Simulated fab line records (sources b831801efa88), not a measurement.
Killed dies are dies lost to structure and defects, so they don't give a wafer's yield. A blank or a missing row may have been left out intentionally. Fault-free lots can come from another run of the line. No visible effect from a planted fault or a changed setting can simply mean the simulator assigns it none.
Comparing a struck lot with a sound one	flow sky130	15 steps out of a route of 708
Sound: wafers L381.2, L381.3, L381.4. Wafers L390.2, L390.4, L390.5 were the ones struck. The cause is named last.
For every step that has rows: the tool of each side, followed by ch and its chambers, followed by its first start. Under that, the readings that differ: sound wafers	struck wafers	difference of the means	sigmas: that difference in standard deviations of wafers without a fault.
alike: a reading whose means differ by less than 2 such deviations, as well as words and numbers matching on both sides. not compared: withheld readings; readings where some wafer has no value; bounds like >300 that might hide an equal value; numbers whose values overlap and for which the record gives no deviation.
The two part at a step that has a row with sigmas, a row that says differs or no value, or rows on one side only. Numbers that don't overlap but have no deviation are shown without sigmas and don't part them. A reading missing from all wafers of one side parts the sides only when that side holds two or more wafers.

SKY_LOCAL_INTERCONNECT_CD_MEAS_11 targets a cd of 170 nm.
  sound: cd sem-02 at day 30 22:31; struck: cd sem-02 at day 35 00:40
  alike: cd nm
SKY_LOCAL_INTERCONNECT_OVL_MEAS_12:
  sound: overlay-02 at day 30 22:37; struck: overlay-01 at day 35 00:46
  alike: LOCAL_INTERCONNECT_OVL
SKY_LOCAL_INTERCONNECT_ETCH_13: etches BARC in N2/H2, stops on SiO2, time 45.9 s, target depth 60 nm.
  sound on rie metal-04 ch 0, day 30 22:40; struck on rie metal-03 ch 0,1, day 35 00:48
  alike: drypump motor current A, oes product au, throttle valve pct
  not compared: rf hours counter h
SKY_LOCAL_INTERCONNECT_METAL_ETCH_14: etches TiN in Cl2/BCl3, stops on PSG, target depth 110 nm, time 31.4 s.
  sound on rie metal-04 ch 0, day 30 22:47; struck on rie metal-03 ch 0,1, day 35 00:52
  alike: drypump motor current A, oes product au, throttle valve pct
  not compared: rf hours counter h
SKY_LOCAL_INTERCONNECT_STRIP_15: strips in O2/N2.
  sound on plasma asher-03 ch 0,1, day 30 22:53; struck on plasma asher-03 ch 0,1, day 35 00:55
  alike: drypump motor current A, oes product au, strip time to endpoint s
  not compared: rf hours counter h
then, 3 steps without rows for these wafers: SKY_LOCAL_INTERCONNECT_STRIP_16 (strips in post etch residue remover, time 1200 s); SKY_LOCAL_INTERCONNECT_CLEAN_17 (cleans in IPA, time 180 s); SKY_LOCAL_INTERCONNECT_CLEAN_18 (cleans in O3/DIW).
SKY_CONTACT_CVD_00: deposits Si3N4, target thk 75 nm.
  sound on pecvd-03 ch 0,2, day 30 23:28; struck on pecvd-02 ch 0,2, day 35 01:32
  alike: heater power w
SKY_CONTACT_THK_MEAS_01:
  sound: film metro-01 at day 30 23:31; struck: film metro-01 at day 35 01:35
  alike: CONTACT_CVD_00_THK
then, 1 step without rows for these wafers: SKY_CONTACT_HDPCVD_02 (deposits SiO2, target thk 565 nm, time 94.2 s).
SKY_CONTACT_THK_MEAS_03:
  sound: film metro-01 at day 30 23:38; struck: film metro-01 at day 35 01:43
  alike: CONTACT_HDPCVD_THK
SKY_CONTACT_CMP_04: polishes SiO2.
  sound on cmp-01 ch 0,1,3, day 30 23:44; struck on cmp-01 ch 1,3, day 35 01:49
  no value came back on the struck wafers for edge zone pressure frac, head pressure psi (psi), motor current A (A), time to endpoint s (s); on the sound wafers edge zone pressure frac reads 1.002 1.002 0.996
reading	sound	struck	difference	sigmas
model.SiO2_of_CONTACT_HDPCVD_02.thk nm (nm)	343 340.8 341.9	567.5 568.6 570.7	+227.0	
SKY_CONTACT_BOW_MEAS_05:
  sound: film metro-03 at day 31 00:01; struck: film metro-03 at day 35 02:22
reading	sound	struck	difference	sigmas
CONTACT_BOW (um)	87 82 83	- - -	no value on the struck wafers	
  not compared: hold
after that, 1 step had no rows for these wafers: SKY_PAD_OPEN_PROBE_99.

== WHERE THEY PART ==
At SKY_CONTACT_CMP_04 first; at SKY_CONTACT_BOW_MEAS_05 last (within this record only).

WHY: the cause the simulator had injected
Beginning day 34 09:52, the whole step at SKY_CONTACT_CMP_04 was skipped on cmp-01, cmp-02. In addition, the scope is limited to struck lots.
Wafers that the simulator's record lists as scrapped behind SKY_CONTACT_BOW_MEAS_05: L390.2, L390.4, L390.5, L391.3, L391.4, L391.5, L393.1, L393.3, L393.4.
